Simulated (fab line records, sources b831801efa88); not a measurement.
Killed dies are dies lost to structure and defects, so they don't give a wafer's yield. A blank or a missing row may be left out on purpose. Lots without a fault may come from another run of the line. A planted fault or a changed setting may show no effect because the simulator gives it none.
Problem report in the 8D (eight disciplines) form, filled by code | flow sfq_line | the parts of the form that need people (team, actions taken, sign-off) are left out

1. THE PROBLEM
heater_power_total_W at SFQ_TRILAYER_I4_VIA_LITHO_PEB_106 reads a mean of 82.40 W on 3 wafers of 3 lots; wafers without a fault read 79.16 W with a standard deviation of 0.073. That is +44 standard deviations from the usual mean.
The step: peb time 60 s.
First seen on wafer L439.5, day 52 03:36, on litho_track-04. The record holds 42 wafers of 15 lots with a number at this step. Rule for "out", or "out of limits": more than 4 standard deviations from the usual mean. The other wafers with a number count as sound.

2. WHAT IT IS AND WHAT IT IS NOT
question                    | is                     | is not
which readings at this step | heater_power_total_W   | chill_plate_temp_C
which lots                  | L439, L441, L442       | L431, L433, L434, L435, L447, L448, L449, L450, L451, L452, L453, L454
which wafers of those lots  | L439.5, L441.3, L442.3 | L439.2, L441.6, L442.2
read on which tools         | litho_track-04         | litho_track-02, litho_track-03
when                        | from day 52 03:36      | up to then (13 sound wafers); but 26 sound wafers of L441, L442, L447, L448, L449, L450, L451, L452, L453, L454 came after

3. SUSPECTS, AND WHAT RULES EACH OUT
Counting: a tool at a process step up to the reading stays a suspect if it ran every lot that is out. Sound lots after the first of them don't rule it out here, since some wafers of a struck lot are sound.
- litho_track-04 at SFQ_TRILAYER_I4_VIA_LITHO_PEB_106 (peb time 60 s): kept. It ran every lot that is out, first L439 (day 52 03:36); its last sound lot up to then is L434 (day 50 20:25). Its own readings are out on those wafers: heater_power_total_W.
Left after counting: litho_track-04 at SFQ_TRILAYER_I4_VIA_LITHO_PEB_106.

4. THE CAUSE (what the simulator had put in)
Process parameter drift: litho_track-04, from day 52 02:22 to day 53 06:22, at SFQ_TRILAYER_I4_VIA_LITHO_PEB_106. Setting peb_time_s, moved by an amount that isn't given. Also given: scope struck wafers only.
Counting left only this tool.

5. THE CHAIN OF EFFECTS, in route order
Each row: a reading whose mean over the struck wafers that have a number lies more than 3 standard deviations from the usual. Only readings for which the record gives a usual standard deviation are gone through. hours: the time from each lot's start at the first step in this table that gives one to its start at this step, as a median over the lots. sigmas: the change in usual standard deviations.
hours | step                              | reading              | usual   | on struck wafers | change | sigmas
0     | SFQ_TRILAYER_I4_VIA_LITHO_PEB_106 | heater_power_total_W | 79.16 W | 82.40            | +3.24  | +44
The process steps in it:
- SFQ_TRILAYER_I4_VIA_LITHO_PEB_106: peb time 60 s.

6. WHAT WOULD HAVE CAUGHT IT SOONER
In this record the first reading out of limits was taken at day 52 03:36, 1 hour after the fault began at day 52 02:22.
